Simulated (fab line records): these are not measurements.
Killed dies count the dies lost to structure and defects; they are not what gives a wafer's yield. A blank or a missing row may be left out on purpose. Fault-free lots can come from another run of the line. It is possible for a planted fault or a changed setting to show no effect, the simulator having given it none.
Which tool did it? + flow sky130 + route of 708 steps, sampled at 1 step: 6 lots, 18 wafers

## WHAT THE GAUGES READ, wafer by wafer
SKY_METAL1_OVL_MEAS_16.
| lot  | measured     | on         | METAL1_OVL (nm) |
|------|--------------|------------|-----------------|
| L792 | day 33 17:49 | overlay-01 | 13 5 5          |
| L797 | day 35 07:37 | overlay-02 | 7 9 11          |
| L801 | day 36 09:12 | overlay-01 | -5 2 3          |
| L806 | day 37 22:29 | overlay-02 | 8 11 7          |
| L808 | day 38 11:41 | overlay-01 | -4 -1 -4        |
| L812 | day 39 09:34 | overlay-01 | 1 -6 -3         |

## WHAT TOOL EACH LOT RAN ON (gives the tool, then ch and the chambers of the sampled wafers, and finally the start)
The record shows no process step preceding these readings.

## THE ANSWER, worked out from the rows above alone
Rule: what is usual is taken from the lots themselves. Put in order of their means at a reading, lots are off if they are a third of the lots or fewer, leave a main group of 4 or more, and stand apart from it by a gap of 3 or more times the standard deviation of the main group's means; of several such gaps the widest counts. A main group whose means are all the same, to the digits that the tables above print for the reading, isn't used. Also off: a lot with no number at a reading for which 4 or more lots have one. Where the step has rows for the other lots, those lots are counted as sound.
No lot is off at any reading shown: from this, nothing can be told.

## WHAT HAD BEEN PUT IN BY THE SIMULATOR
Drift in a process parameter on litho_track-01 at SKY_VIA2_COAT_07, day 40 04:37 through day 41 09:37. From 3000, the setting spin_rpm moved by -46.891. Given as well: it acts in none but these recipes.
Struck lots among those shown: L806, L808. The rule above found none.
